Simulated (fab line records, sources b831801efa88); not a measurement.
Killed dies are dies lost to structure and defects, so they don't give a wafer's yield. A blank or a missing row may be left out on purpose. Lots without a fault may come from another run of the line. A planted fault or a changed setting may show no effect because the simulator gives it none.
Which tool did it? | flow sky130 | 15 lots, 45 wafers sampled, at 2 steps of a route of 708

WHAT THE GAUGES READ, wafer by wafer
SKY_VT_ADJUST_HVTP_TW_MEAS_11.
lot  | measured     | on            | VT_ADJUST_HVTP_TW
L619 | day 6 06:58  | film_metro-01 | 1341 1343 1335
L620 | day 6 20:30  | film_metro-04 | 1338 1339 1340
L622 | day 7 04:45  | film_metro-02 | 1346 1337 1341
L621 | day 7 05:02  | film_metro-02 | 1338 1339 1345
L623 | day 7 11:59  | film_metro-02 | 1335 1341 1337
L627 | day 8 06:41  | film_metro-02 | 1537 1541 1540 1538 1536 1544
L628 | day 8 12:07  | film_metro-01 | 1530 1524 1532 1525 1523 1533
L631 | day 9 07:15  | film_metro-02 | 1533 1541 1542 1534 1536 1539
L635 | day 10 06:53 | film_metro-01 | 1344 1340 1330
L636 | day 10 11:20 | film_metro-02 | 1339 1340 1344
L637 | day 10 18:48 | film_metro-04 | 1348 1355 1341
L639 | day 11 10:42 | film_metro-02 | 1337 1335 1338
L640 | day 11 13:44 | film_metro-01 | 1340 1339 1336
L641 | day 12 00:04 | film_metro-04 | 1340 1345 1342
L642 | day 12 06:59 | film_metro-04 | 1343 1336 1335

WHICH TOOL RAN EACH LOT (tool, then ch and the chambers of the sampled wafers, then the start)
lot  | SKY_VT_ADJUST_HVTP_IMPLANT_09
L619 | implanter-03 ch 0, day 6 06:45
L620 | implanter-04 ch 0, day 6 20:15
L622 | implanter-01 ch 0, day 7 04:32
L621 | implanter-03 ch 0, day 7 04:47
L623 | implanter-04 ch 0, day 7 11:46
L627 | implanter-04 ch 0, day 8 06:28
L628 | implanter-04 ch 0, day 8 11:53
L631 | implanter-04 ch 0, day 9 07:00
L635 | implanter-03 ch 0, day 10 06:38
L636 | implanter-01 ch 0, day 10 11:07
L637 | implanter-03 ch 0, day 10 18:35
L639 | implanter-01 ch 0, day 11 10:27
L640 | implanter-03 ch 0, day 11 13:29
L641 | implanter-01 ch 0, day 11 23:49
L642 | implanter-03 ch 0, day 12 06:46
- SKY_VT_ADJUST_HVTP_IMPLANT_09

WHAT THE TOOLS THEMSELVES READ (means of the sampled wafers that have a number; where no wafer has one, the mark that the record gives instead)
SKY_VT_ADJUST_HVTP_IMPLANT_09.
lot  | tool         | dose_ions_cm2 | faraday_current_uA
L619 | implanter-03 | 4.3e+12       | 24.3
L620 | implanter-04 | 4.3e+12       | 24.2
L622 | implanter-01 | 4.3e+12       | 23.7
L621 | implanter-03 | 4.3e+12       | 24.0
L623 | implanter-04 | 4.3e+12       | 24.4
L627 | implanter-04 | 6.6e+12       | 36.8
L628 | implanter-04 | 6.6e+12       | 37.7
L631 | implanter-04 | 6.6e+12       | 37.9
L635 | implanter-03 | 4.3e+12       | 24.6
L636 | implanter-01 | 4.3e+12       | 24.0
L637 | implanter-03 | 4.3e+12       | 24.2
L639 | implanter-01 | 4.3e+12       | 23.8
L640 | implanter-03 | 4.3e+12       | 24.4
L641 | implanter-01 | 4.3e+12       | 24.5
L642 | implanter-03 | 4.3e+12       | 24.3

THE ANSWER, worked out from the rows above alone
Rule: what is usual is taken from the lots themselves. Put in order of their means at a reading, lots are off if they are a third of the lots or fewer, leave a main group of 4 or more, and stand apart from it by a gap of 3 or more times the standard deviation of the main group's means; of several such gaps the widest counts. A main group whose means are all the same, to the digits that the tables above print for the reading, isn't used. A lot without any number at a reading at which 4 lots or more have one is off too. The other lots that the step has rows for count as sound. The gauges are gone through in route order, then the tools' own readings, and for those a lot's mean is taken as printed above. The first step at which some lot is off is used, and at that step the reading that is off furthest; a lot without a number counts as furthest.
Off: L627, L628, L631, at SKY_VT_ADJUST_HVTP_TW_MEAS_11 (VT_ADJUST_HVTP_TW). The main group: mean 1340, standard deviation 2.9.
A tool fits if, at a process step before that reading, it ran every lot that is off, and no sound lot after the first of them. The gauges at SKY_VT_ADJUST_HVTP_TW_MEAS_11 aren't tried: what is off there is off at SKY_VT_ADJUST_HVTP_IMPLANT_09 too, on other tools, and a gauge's error can't cause that. One fits: implanter-04 at SKY_VT_ADJUST_HVTP_IMPLANT_09. Its last sound lot is L623 (day 7 11:46), its first lot that is off L627 (day 8 06:28): a fault that began between those two fits.
The tool's own readings at SKY_VT_ADJUST_HVTP_IMPLANT_09 bear it out: on the lots that are off they differ by more than 5 times the standard deviation of the sound lots' means. dose_ions_cm2 reads 6.6e+12 there against 4.3e+12 on the sound lots; faraday_current_uA reads 37.5 there against 24.2 on the sound lots.

WHAT THE SIMULATOR HAD PUT IN
Process parameter drift: implanter-04, from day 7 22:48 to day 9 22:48, at SKY_VT_ADJUST_HVTP_IMPLANT_09. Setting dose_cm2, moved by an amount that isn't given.
Lots struck among those shown: L627, L628, L631. The rule above found the same.
